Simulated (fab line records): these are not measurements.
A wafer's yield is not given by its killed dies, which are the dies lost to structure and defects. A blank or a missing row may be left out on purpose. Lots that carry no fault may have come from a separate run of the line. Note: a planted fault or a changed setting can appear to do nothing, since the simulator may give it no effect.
Split-lot experiment :: flow sfq line :: 5 lots, 23 wafers read, on a route of 325 steps

## THE SPLIT ITSELF
At SFQ_TRILAYER_M5_LITHO_PEB_126 (peb time 60 s), the setting peb temp c was moved away from the recipe's 115 C on 5 of the 23 wafers read, by -3.1% to +2.3%. All remaining wafers had this setting at the recipe value.

## FROM THE SPLIT TO THE READING: what the file shows between them, 1 step
- SFQ_TRILAYER_M5_LITHO_DEVELOP_125: time 60 s

## THE READING
M5.cd nm (the simulator's own value, which no gauge read), in nm, at SFQ_TRILAYER_M5_BARC_OPEN_METAL_ETCH_161 (etches BARC in O2, target depth 125 nm, time 41.7 s). No usual value for it is given in the file. Across the 18 wafers here that went through the recipe, the average is 699.6 nm and the standard deviation 1.4 nm.

wafer: L074.1
tool, chamber at the split: litho track-01, 0
peb temp c as run, C: 111.4
against the recipe: -3.1%
M5.cd nm, nm: 777.2
against lot-mates on the recipe: +78.0

wafer: L074.2
tool, chamber at the split: litho track-01, 0
peb temp c as run, C: 115
against the recipe: recipe
M5.cd nm, nm: 699.2
against lot-mates on the recipe: -

wafer: L074.3
tool, chamber at the split: litho track-01, 0
peb temp c as run, C: 115
against the recipe: recipe
M5.cd nm, nm: 699.1
against lot-mates on the recipe: -

wafer: L074.4
tool, chamber at the split: litho track-01, 0
peb temp c as run, C: 111.4
against the recipe: -3.1%
M5.cd nm, nm: 777.6
against lot-mates on the recipe: +78.4

wafer: L074.5
tool, chamber at the split: litho track-01, 0
peb temp c as run, C: 111.4
against the recipe: -3.1%
M5.cd nm, nm: 777.4
against lot-mates on the recipe: +78.2

wafer: L077.1
tool, chamber at the split: litho track-02, 0
peb temp c as run, C: 115
against the recipe: recipe
M5.cd nm, nm: 700.7
against lot-mates on the recipe: -

wafer: L077.2
tool, chamber at the split: litho track-02, 0
peb temp c as run, C: 115
against the recipe: recipe
M5.cd nm, nm: 699.7
against lot-mates on the recipe: -

wafer: L077.3
tool, chamber at the split: litho track-02, 0
peb temp c as run, C: 115
against the recipe: recipe
M5.cd nm, nm: 699.4
against lot-mates on the recipe: -

wafer: L077.4
tool, chamber at the split: litho track-02, 0
peb temp c as run, C: 115
against the recipe: recipe
M5.cd nm, nm: 699.9
against lot-mates on the recipe: -

wafer: L077.5
tool, chamber at the split: litho track-02, 0
peb temp c as run, C: 115
against the recipe: recipe
M5.cd nm, nm: 700.1
against lot-mates on the recipe: -

wafer: L078.2
tool, chamber at the split: litho track-01, 0
peb temp c as run, C: 115
against the recipe: recipe
M5.cd nm, nm: 697.2
against lot-mates on the recipe: -

wafer: L078.3
tool, chamber at the split: litho track-01, 0
peb temp c as run, C: 115
against the recipe: recipe
M5.cd nm, nm: 699.4
against lot-mates on the recipe: -

wafer: L078.4
tool, chamber at the split: litho track-01, 0
peb temp c as run, C: 115
against the recipe: recipe
M5.cd nm, nm: 698.2
against lot-mates on the recipe: -

wafer: L078.5
tool, chamber at the split: litho track-01, 0
peb temp c as run, C: 115
against the recipe: recipe
M5.cd nm, nm: 698.4
against lot-mates on the recipe: -

wafer: L078.6
tool, chamber at the split: litho track-01, 0
peb temp c as run, C: 115
against the recipe: recipe
M5.cd nm, nm: 697.4
against lot-mates on the recipe: -

wafer: L079.1
tool, chamber at the split: litho track-01, 0
peb temp c as run, C: 117.7
against the recipe: +2.3%
M5.cd nm, nm: 656.2
against lot-mates on the recipe: -45.8

wafer: L079.2
tool, chamber at the split: litho track-01, 0
peb temp c as run, C: 117.7
against the recipe: +2.3%
M5.cd nm, nm: 656.8
against lot-mates on the recipe: -45.2

wafer: L079.3
tool, chamber at the split: litho track-01, 0
peb temp c as run, C: 115
against the recipe: recipe
M5.cd nm, nm: 703.3
against lot-mates on the recipe: -

wafer: L079.5
tool, chamber at the split: litho track-01, 0
peb temp c as run, C: 115
against the recipe: recipe
M5.cd nm, nm: 700.7
against lot-mates on the recipe: -

wafer: L079.6
tool, chamber at the split: litho track-01, 0
peb temp c as run, C: 115
against the recipe: recipe
M5.cd nm, nm: 701.9
against lot-mates on the recipe: -

wafer: L081.1
tool, chamber at the split: litho track-02, 0
peb temp c as run, C: 115
against the recipe: recipe
M5.cd nm, nm: 699.5
against lot-mates on the recipe: -

wafer: L081.4
tool, chamber at the split: litho track-02, 0
peb temp c as run, C: 115
against the recipe: recipe
M5.cd nm, nm: 699.6
against lot-mates on the recipe: -

wafer: L081.6
tool, chamber at the split: litho track-02, 0
peb temp c as run, C: 115
against the recipe: recipe
M5.cd nm, nm: 699.2
against lot-mates on the recipe: -

THE FIT
A straight line over all 23 wafers: M5.cd nm changes by -22.9 nm for each +1% of peb temp c; r = -0.99; the points scatter about the line by 3.8 nm.
The same after taking each lot's own level away (the mean of its wafers on the recipe; 23 wafers): -23.3 nm for each +1%; r = -1.00; scatter 3.2 nm.
Per that fit: largest peb temp c move, reading shift of 73 nm.
The span of the lots' own levels, 698.12 to 701.97 nm, comes to 2.7 times the standard deviation stated above.
So the lot-to-lot level changes the slope little: the two slopes agree.
Check: for one of the wafers moved furthest among these (-3.1%), held out of the fit, the line's prediction against its lot-mates is +73.1 nm. Against them it came out at +78 nm.

## ADDITIONAL SPLITS CARRIED BY THESE WAFERS
These wafers also went through other splits before the reading. Each is held against what the fit with the lots' levels taken away leaves over:
other split on the same wafers: SFQ_TRILAYER_I1_VIA_BARC_OPEN_VIA_ETCH_071 bias w
wafers away from the commonest value: 4
r with M5.cd nm (lot level and that fit taken away): -0.16

other split on the same wafers: SFQ_TRILAYER_M2_LITHO_COAT_062 spin rpm
wafers away from the commonest value: 11
r with M5.cd nm (lot level and that fit taken away): +0.00

other split on the same wafers: SFQ_TRILAYER_M2_ETCH_METAL_ETCH_060 icp w
wafers away from the commonest value: 4
r with M5.cd nm (lot level and that fit taken away): -0.46

other split on the same wafers: SFQ_TRILAYER_I2_VIA_LITHO_COAT_067 spin rpm
wafers away from the commonest value: 10
r with M5.cd nm (lot level and that fit taken away): -0.40

other split on the same wafers: SFQ_TRILAYER_I2_VIA_BARC_OPEN_VIA_ETCH_096 bias w
wafers away from the commonest value: 11
r with M5.cd nm (lot level and that fit taken away): -0.49

other split on the same wafers: SFQ_TRILAYER_I3_VIA_LITHO_COAT_090 spin rpm
wafers away from the commonest value: 7
r with M5.cd nm (lot level and that fit taken away): -0.16

other split on the same wafers: SFQ_TRILAYER_M4_LITHO_COAT_098 spin rpm
wafers away from the commonest value: 5
r with M5.cd nm (lot level and that fit taken away): +0.21

other split on the same wafers: SFQ_TRILAYER_I4_DEP_PECVD_099 time s
wafers away from the commonest value: 12
r with M5.cd nm (lot level and that fit taken away): -0.10

other split on the same wafers: SFQ_TRILAYER_I4_VIA_LITHO_COAT_103 spin rpm
wafers away from the commonest value: 8
r with M5.cd nm (lot level and that fit taken away): -0.11

## FILE'S OWN FIT
M5.cd nm changes by -23 nm for each +1% of peb temp c, r = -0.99.
